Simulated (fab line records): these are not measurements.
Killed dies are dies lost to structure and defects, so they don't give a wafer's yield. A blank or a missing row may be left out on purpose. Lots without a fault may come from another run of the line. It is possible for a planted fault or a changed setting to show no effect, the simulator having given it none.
Which tool was responsible? | flow gf180mcu | 39 wafers from 13 lots sampled at 4 of the route's 602 steps

== WHAT THE GAUGES SHOWED, per wafer ==
GF_HV_LDD_TW_MEAS_38. Usual: HV_LDD_3_TW typically reads 1425, with standard deviation 20.
lot  | measured     | on            | HV_LDD_3_TW    | flag
L248 | day 11 16:34 | film metro-02 | 1441 1434 1444 |
L249 | day 11 21:46 | film metro-01 | 1413 1412 1410 |
L250 | day 12 06:40 | film metro-02 | 1448 1447 1445 |
L251 | day 12 20:54 | film metro-04 | 1441 1433 1432 |
L253 | day 13 08:10 | film metro-02 | 1448 1450 1444 |
L255 | day 13 20:15 | film metro-02 | 1442 1443 1447 |
L256 | day 14 01:31 | film metro-02 | 1438 1445 1444 |
L257 | day 14 12:23 | film metro-02 | 1438 1445 1440 |
L258 | day 15 00:27 | film metro-02 | 1448 1448 1453 |
L259 | day 15 05:29 | film metro-01 | 1407 1417 1410 |
L266 | day 17 08:47 | film metro-02 | 1449 1444 1440 |
L268 | day 18 03:20 | film metro-04 | 1430 1437 1422 |
L269 | day 18 14:03 | film metro-01 | 1411 1407 1411 |

GF_NSD_OVL_MEAS_08. Usual: NSD_OVL typically reads 1.2 nm, with standard deviation 1.4.
lot  | measured     | on         | NSD_OVL (nm)      | flag
L248 | day 13 12:13 | overlay-01 | 3.9 1.7 2.3       |
L249 | day 13 16:57 | overlay-02 | 0.8 0.7 1.2       |
L250 | day 14 01:38 | overlay-01 | 0.1 0.0 1.3       |
L251 | day 14 16:46 | overlay-01 | -0.1 -0.3 0.1     |
L253 | day 15 07:00 | overlay-02 | 3.8 3.3 2.1       |
L255 | day 15 16:50 | overlay-02 | 2.1 1.6 1.1       |
L256 | day 15 22:57 | overlay-02 | 1.7 2.2 2.0       |
L257 | day 16 11:02 | overlay-02 | 0.4 0.8 2.3       |
L258 | day 17 02:23 | overlay-02 | 1.3 0.1 2.2       |
L259 | day 17 06:30 | overlay-01 | -0.6 1.9 0.8      |
L266 | day 19 11:46 | overlay-01 | 208.4 210.0 210.8 | OFF
L268 | day 20 06:57 | overlay-02 | 213.4 214.8 214.1 | OFF
L269 | day 20 17:00 | overlay-01 | 3.5 3.9 3.0       |

== EACH LOT AND THE TOOL THAT RAN IT (in order: tool; ch and the chambers of the sampled wafers; start) ==
lot  | GF_HV_LDD_STRIP_22                   | GF_NSD_EXPOSE_04
L248 | plasma asher-01 ch 0,1, day 10 20:59 | iline stepper-01 ch 0, day 13 02:16
L249 | plasma asher-03 ch 0,1, day 11 02:36 | iline stepper-01 ch 0, day 13 07:04
L250 | plasma asher-04 ch 0, day 11 11:06   | iline stepper-01 ch 0, day 13 15:18
L251 | plasma asher-03 ch 0,1, day 12 00:59 | iline stepper-01 ch 0, day 14 06:40
L253 | plasma asher-03 ch 0,1, day 12 10:54 | iline stepper-01 ch 0, day 14 20:34
L255 | plasma asher-03 ch 0,1, day 12 23:26 | iline stepper-02 ch 0, day 15 06:20
L256 | plasma asher-03 ch 0,1, day 13 04:30 | iline stepper-01 ch 0, day 15 12:10
L257 | plasma asher-01 ch 0,1, day 13 15:17 | iline stepper-02 ch 0, day 16 00:01
L258 | plasma asher-03 ch 0,1, day 14 02:47 | iline stepper-01 ch 0, day 16 14:30
L259 | plasma asher-01 ch 0,1, day 14 07:19 | iline stepper-02 ch 0, day 16 19:10
L266 | plasma asher-03 ch 0,1, day 16 09:02 | iline stepper-02 ch 0, day 18 23:46
L268 | plasma asher-03 ch 0,1, day 17 03:32 | iline stepper-02 ch 0, day 19 18:47
L269 | plasma asher-03 ch 0,1, day 17 14:23 | iline stepper-01 ch 0, day 20 05:42
- GF_HV_LDD_STRIP_22: strips in O2/N2.
- GF_NSD_EXPOSE_04: exposes mask Nplus, target cd 400 nm.

== WHAT THE TOOLS THEMSELVES READ (means of the sampled wafers that have a number; where no wafer has one, the mark that the record gives instead) ==
GF_HV_LDD_STRIP_22. Usual: drypump motor current A 5.6 A, standard deviation 0.55; heater power w 324 W, standard deviation 19; oes product au 0.715 a.u., standard deviation 0.0045; strip time to endpoint s 12.63 s, standard deviation 0.032.
lot  | tool            | drypump motor current A (A) | heater power w (W) | oes product au (a.u.) | strip time to endpoint s (s) | flag
L248 | plasma asher-01 | 6.2                         | 314                | 0.715                 | 12.63                        |
L249 | plasma asher-03 | 5.6                         | 314                | 0.715                 | 12.58                        |
L250 | plasma asher-04 | 5.9                         | 400                | 0.715                 | 12.66                        | OFF
L251 | plasma asher-03 | 5.3                         | 321                | 0.719                 | 12.66                        |
L253 | plasma asher-03 | 5.6                         | 320                | 0.715                 | 12.60                        |
L255 | plasma asher-03 | 5.3                         | 321                | 0.719                 | 12.60                        |
L256 | plasma asher-03 | 5.3                         | 318                | 0.715                 | 12.62                        |
L257 | plasma asher-01 | 6.4                         | 318                | 0.713                 | 12.63                        |
L258 | plasma asher-03 | 5.6                         | 317                | 0.714                 | 12.62                        |
L259 | plasma asher-01 | 6.4                         | 317                | 0.718                 | 12.64                        |
L266 | plasma asher-03 | 5.6                         | 321                | 0.718                 | 12.66                        |
L268 | plasma asher-03 | 5.3                         | 315                | 0.719                 | 12.60                        |
L269 | plasma asher-03 | 5.3                         | 319                | 0.717                 | 12.61                        |

== THE ANSWER, worked out from the rows above alone ==
Rule: take the mean of a lot's wafers that have a number; if it is more than 3 standard deviations from the usual mean, the lot is off. Also off: a lot with no number at a reading for which 4 or more lots have one. The other lots that the step has rows for count as sound. The gauges are gone through in route order, then the tools' own readings, and for those a lot's mean is taken as printed above. The first step at which some lot is off is used, and at that step the reading that is off furthest; a lot without a number counts as furthest.
Off: L266, L268, at GF_NSD_OVL_MEAS_08 (NSD_OVL).
A tool fits if, at a process step before that reading, it ran every lot that is off, and no sound lot after the first of them. The gauges at GF_NSD_OVL_MEAS_08 are tried like those tools. One fits: GF_NSD_EXPOSE_04 on iline stepper-02. A fault onset in the window from L259 (day 16 19:10, its last sound lot) to L266 (day 18 23:46, its first lot off) fits.

== WHAT THE SIMULATOR HAD INSERTED ==
Scanner matching overlay: iline stepper-02, from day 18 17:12 on, at GF_NSD_EXPOSE_04. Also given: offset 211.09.
Shown lots that were struck: L266, L268. Same finding as the rule above.
